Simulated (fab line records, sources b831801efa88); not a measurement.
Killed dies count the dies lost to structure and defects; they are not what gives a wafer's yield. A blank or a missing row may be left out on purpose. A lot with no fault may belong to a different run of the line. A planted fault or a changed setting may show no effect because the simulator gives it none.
Matching of chambers -- flow gf180mcu -- GF_V5_ETCH_16 on rie diel-03 has 4 sister chambers
The step etches BARC in N2/H2. 18 wafers are shown with their chamber, then 9 later ones without.

## EACH WAFER AND ITS CHAMBER
wafer,chamber,rf fwd power W (W),oes product au (a.u.),throttle valve pct (%)
L075.2,3,497.3,0.855,13.215
L075.4,1,494.0,0.855,13.241
L075.6,0,494.9,0.847,13.207
L076.1,0,492.5,0.853,13.206
L076.3,2,495.7,0.857,13.224
L076.4,1,494.4,0.856,13.217
L077.3,2,496.1,0.863,13.232
L077.5,1,490.6,0.850,13.221
L077.6,2,494.8,0.859,13.201
L084.1,0,491.6,0.857,13.256
L084.2,3,494.5,0.846,13.216
L084.6,0,492.4,0.851,13.213
L086.3,2,498.2,0.864,13.221
L086.4,1,490.8,0.858,13.231
L086.5,1,491.1,0.852,13.232
L089.1,1,489.5,0.842,13.219
L089.4,2,496.7,0.856,13.226
L089.5,2,494.4,0.853,13.207

SIGNATURES (averages over the wafers above)
reading,chamber 0,chamber 1,chamber 2,chamber 3,scatter within a chamber
rf fwd power W,492.850,491.733,495.983,495.900,1.67
oes product au,0.85200,0.85217,0.85867,0.85050,0.00498
throttle valve pct,13.22050,13.22683,13.21850,13.21550,0.0143
Rule: a wafer's distance from a chamber is the root of the sum, over the readings, of the square of ((its reading less the chamber's mean) divided by the reading's scatter). The wafer belongs to the nearest chamber; if the next one is less than 2 further off, it can't be placed. The scatter: take each reading less its chamber's mean, square it, sum over the shown wafers, divide by the number of wafers less the number of chambers, and take the root.

## WAFERS WITHOUT THEIR CHAMBER
wafer,rf fwd power W (W),oes product au (a.u.),throttle valve pct (%)
L092.3,495.6,0.858,13.220
L092.4,488.8,0.852,13.221
L092.5,495.5,0.858,13.230
L094.2,497.7,0.855,13.237
L094.3,493.7,0.860,13.216
L094.5,493.0,0.854,13.214
L095.4,496.3,0.859,13.227
L095.5,492.5,0.854,13.220
L095.6,496.8,0.847,13.235

## EACH ONE'S CHAMBER
wafer,from the rows above,in truth
L092.3,can't be placed: 2 or 3 or 0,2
L092.4,can't be placed: 1 or 0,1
L092.5,can't be placed: 2 or 3 or 0 or 1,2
L094.2,can't be placed: 2 or 3 or 0 or 1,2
L094.3,can't be placed: 2 or 0 or 1 or 3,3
L094.5,can't be placed: 0 or 1 or 3 or 2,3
L095.4,can't be placed: 2 or 3 or 0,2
L095.5,can't be placed: 0 or 1 or 3 or 2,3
L095.6,can't be placed: 3 or 2 or 0 or 1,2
Correctly placed: 0 of 9. From these rows, 9 cannot be placed; in 9 the true chamber is one of the candidates. 0 placed wrongly.
